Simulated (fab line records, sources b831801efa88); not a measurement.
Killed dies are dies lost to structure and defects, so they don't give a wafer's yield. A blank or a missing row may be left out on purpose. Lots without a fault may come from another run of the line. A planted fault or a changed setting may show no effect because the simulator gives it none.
Which tool did it? | flow sky130 | 13 lots, 38 wafers sampled, at 4 steps of a route of 708

WHAT THE GAUGES READ, wafer by wafer
SKY_PWDE_TW_MEAS_10. Usual: PWDE_TW 376, standard deviation 3.4.
lot  | measured    | on            | PWDE_TW     | flag
L858 | day 3 19:32 | film_metro-03 | 375 375 377 |
L861 | day 4 17:49 | film_metro-01 | 378 378 378 |
L862 | day 4 20:49 | film_metro-01 | 378 378 379 |
L864 | day 5 08:01 | film_metro-04 | 371 372 371 |
L865 | day 5 09:51 | film_metro-01 | 377 378 377 |
L868 | day 6 09:58 | film_metro-01 | 375 377 378 |
L869 | day 6 15:42 | film_metro-04 | 371 372 374 |
L870 | day 6 19:23 | film_metro-03 | 379 380 380 |
L871 | day 6 23:33 | film_metro-04 | 370 373 373 |
L872 | day 7 03:59 | film_metro-04 | 369 369 370 |
L873 | day 7 06:59 | film_metro-01 | 379 380     |
L874 | day 7 13:37 | film_metro-01 | 380 378 378 |
L881 | day 9 07:09 | film_metro-04 | 372 372 370 |

SKY_LDD_P_OVL_MEAS_08. Usual: LDD_P_OVL 0.0 nm, standard deviation 1.3.
lot  | measured     | on         | LDD_P_OVL (nm) | flag
L858 | day 18 19:12 | overlay-01 | -1.4 0.6 -0.5  |
L861 | day 20 12:17 | overlay-01 | 0.1 2.4 0.5    |
L862 | day 20 20:34 | overlay-01 | 0.1 0.3 0.8    |
L864 | day 21 12:05 | overlay-01 | -1.4 -0.3 -1.2 |
L865 | day 21 18:15 | overlay-02 | -2.4 -2.5 -2.3 |
L868 | day 23 05:42 | overlay-02 | -0.3 0.0 -0.6  |
L869 | day 23 10:37 | overlay-01 | -2.3 -3.4 -0.1 |
L870 | day 23 15:34 | overlay-02 | 1.7 0.6 -0.2   |
L871 | day 24 06:31 | overlay-02 | -1.1 0.0 -0.6  |
L872 | day 24 09:55 | overlay-01 | -0.8 -0.6 -2.3 |
L873 | day 24 10:14 | overlay-02 | 1.2 -0.3       |
L874 | day 24 18:13 | overlay-02 | -0.3 -0.7 -0.5 |
L881 | day 27 11:16 | overlay-02 | -1.4 -2.0 -0.2 |

SKY_CONTACT_CD_MEAS_14: target cd 170 nm. Usual: cd_nm 170.3 nm, standard deviation 1.7.
lot  | measured     | on        | cd_nm (nm)        | flag
L858 | day 31 10:53 | cd_sem-02 | 170.8 170.4 170.1 |
L861 | day 32 22:41 | cd_sem-02 | 169.6 170.7 169.5 |
L862 | day 33 05:34 | cd_sem-02 | 172.6 173.6 174.1 |
L864 | day 33 17:21 | cd_sem-01 | 169.9 171.3 170.4 |
L865 | day 33 23:04 | cd_sem-01 | 167.0 167.9 166.7 |
L868 | day 35 06:23 | cd_sem-02 | 172.7 171.4 170.9 |
L869 | day 35 13:05 | cd_sem-02 | 172.5 172.6 171.5 |
L870 | day 35 15:41 | cd_sem-01 | 168.8 167.4 169.0 |
L871 | day 36 02:33 | cd_sem-02 | 171.1 170.5 170.3 |
L872 | day 36 07:26 | cd_sem-01 | 168.5 170.2 61.1  | OFF
L873 | day 36 08:53 | cd_sem-02 | 168.7 62.7        | OFF
L874 | day 36 14:53 | cd_sem-01 | 172.0 172.6 172.6 |
L881 | day 38 22:42 | cd_sem-01 | 172.2 170.9 171.1 |

WHICH TOOL RAN EACH LOT (tool, then ch and the chambers of the sampled wafers, then the start)
lot  | SKY_CONTACT_EXPOSE_11
L858 | krf_scanner-02 ch 0, day 30 21:26
L861 | krf_scanner-02 ch 0, day 32 09:07
L862 | krf_scanner-01 ch 0, day 32 15:46
L864 | krf_scanner-01 ch 0, day 33 04:45
L865 | krf_scanner-02 ch 0, day 33 09:49
L868 | krf_scanner-01 ch 0, day 34 17:14
L869 | krf_scanner-01 ch 0, day 35 00:02
L870 | krf_scanner-02 ch 0, day 35 02:42
L871 | krf_scanner-02 ch 0, day 35 13:54
L872 | krf_scanner-02 ch 0, day 35 18:15
L873 | krf_scanner-02 ch 0, day 35 20:10
L874 | krf_scanner-01 ch 0, day 36 02:19
L881 | krf_scanner-01 ch 0, day 38 10:45
- SKY_CONTACT_EXPOSE_11: exposes mask CTM1, target cd 170 nm.

WHAT THE TOOLS THEMSELVES READ (means of the sampled wafers that have a number; where no wafer has one, the mark that the record gives instead)
The record holds no such reading with a usual standard deviation.

THE ANSWER, worked out from the rows above alone
Rule: a lot is off if the mean of its wafers that have a number lies more than 3 standard deviations from the usual mean. A lot without any number at a reading at which 4 lots or more have one is off too. The other lots that the step has rows for count as sound. The gauges are gone through in route order, then the tools' own readings, and for those a lot's mean is taken as printed above. The first step at which some lot is off is used, and at that step the reading that is off furthest; a lot without a number counts as furthest.
Off: L872, L873, at SKY_CONTACT_CD_MEAS_14 (cd_nm).
A tool fits if, at a process step before that reading, it ran every lot that is off, and no sound lot after the first of them. The gauges at SKY_CONTACT_CD_MEAS_14 are tried like those tools. One fits: krf_scanner-02 at SKY_CONTACT_EXPOSE_11. Its last sound lot is L871 (day 35 13:54), its first lot that is off L872 (day 35 18:15): a fault that began between those two fits.

WHAT THE SIMULATOR HAD PUT IN
Process parameter drift: krf_scanner-02, from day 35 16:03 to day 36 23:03, at SKY_CONTACT_EXPOSE_11. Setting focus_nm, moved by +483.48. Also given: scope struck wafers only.
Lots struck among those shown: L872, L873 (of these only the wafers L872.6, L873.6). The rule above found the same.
